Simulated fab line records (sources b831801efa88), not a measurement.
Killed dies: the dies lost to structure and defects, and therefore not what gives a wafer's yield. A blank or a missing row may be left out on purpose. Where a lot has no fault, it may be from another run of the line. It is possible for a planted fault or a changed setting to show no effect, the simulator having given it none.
Comparing a struck lot with a sound one | flow gf180mcu | 19 out of 602 route steps
Sound: wafers L352.4, L352.5, L352.6. Struck: wafers L364.3, L364.4, L364.6. At the end, the cause is stated.
Per side, at each step with rows, come the tool, then ch with its chambers, and then its first start. Under that, the readings that differ: sound wafers | struck wafers | difference of the means | sigmas: that difference in standard deviations of wafers without a fault.
alike: a reading whose means differ by less than 2 such deviations, as well as words and numbers matching on both sides. not compared: withheld readings; readings where some wafer has no value; bounds like >300 that might hide an equal value; numbers whose values overlap and for which the record gives no deviation.
A row with sigmas, a row that says differs or no value, or rows on one side alone: a step with any of these is where the two part. Non-overlapping numbers with no deviation appear without sigmas and do not part them. Lack of a reading on every wafer of one side parts them only where that side has two or more wafers.

GF_M4_STRIP_17: strips in O2/N2.
  sound on plasma asher-01 ch 0,1, day 25 11:43; struck on plasma asher-02 ch 0,1, day 29 16:12
  alike: drypump motor current A, heater power w, oes product au, strip time to endpoint s
  not compared: rf hours counter h
then, 3 steps without rows for these wafers: GF_M4_STRIP_18 (strips in post etch residue remover, time 1200 s); GF_M4_CLEAN_19 (cleans in DIW); GF_V4_CVD_00 (deposits SiO2, target thk 600 nm, time 100 s).
GF_V4_THK_MEAS_01:
  sound on film metro-03, day 25 12:19; struck on film metro-01, day 29 16:48
  alike: V4_CVD_00_THK
GF_V4_CVD_02: deposits SiO2 from TEOS, target thk 850 nm, time 94.851 s.
  sound on pecvd-04 ch 0,1,2, day 25 12:23; struck on pecvd-04 ch 0,1,2, day 29 16:50
  alike: heater power outer w, heater power w, susceptor temp C
GF_V4_THK_MEAS_03:
  sound on film metro-02, day 25 12:27; struck on film metro-01, day 29 16:56
  alike: V4_CVD_02_THK
GF_V4_CMP_04: polishes SiO2.
  sound on cmp-01 ch 0,1, day 25 12:29; struck on cmp-01 ch 0,1,3, day 29 16:58
  alike: edge zone pressure frac, motor current A, time to endpoint s
GF_V4_BOW_MEAS_05:
  sound on film metro-03, day 25 12:50; struck on film metro-01, day 29 17:19
  reading     | sound       | struck      | difference | sigmas
  V4_BOW (um) | 120 119 130 | 141 137 152 | +20        | +2
then, 3 steps without rows for these wafers: GF_V4_DEHYDRATE_06 (time 60 s); GF_V4_HMDS_07 (prime time 60 s); GF_V4_COAT_08.
GF_V4_COAT_09: resist thk 1000 nm.
  sound on litho track-03 ch 0, day 25 23:00; struck on litho track-03 ch 0, day 30 02:00
  reading                             | sound          | struck         | difference | sigmas
  model.KrF_of_V4_COAT_09.thk nm (nm) | 996 1002 999.4 | 1031 1027 1030 | +30        |
then, 3 steps without rows for these wafers: GF_V4_SOFTBAKE_10 (time 60 s); GF_V4_EXPOSE_11 (exposes mask Via4, target cd 260 nm); GF_V4_PEB_12 (peb time 90 s).
GF_V4_DEVELOP_13: develop time 60 s.
  sound on litho track-04 ch 0, day 26 09:36; struck on litho track-03 ch 0, day 30 11:45
  reading                             | sound             | struck         | difference | sigmas
  model.KrF_of_V4_COAT_09.thk nm (nm) | 981.1 986.8 984.5 | 1016 1012 1015 | +30        |
GF_V4_CD_MEAS_14 targets a cd of 260 nm.
  sound on cd sem-02, day 26 09:44; struck on cd sem-02, day 30 11:53
  alike: cd nm
next, for these wafers, 1 step has no rows: GF_PASSIVATION_PROBE_99.

== WHERE THEY PART ==
Within this record, at GF_V4_BOW_MEAS_05 only. Later steps at which nothing parts them and some readings are alike: GF_V4_CD_MEAS_14.

WHY: the cause the simulator had injected
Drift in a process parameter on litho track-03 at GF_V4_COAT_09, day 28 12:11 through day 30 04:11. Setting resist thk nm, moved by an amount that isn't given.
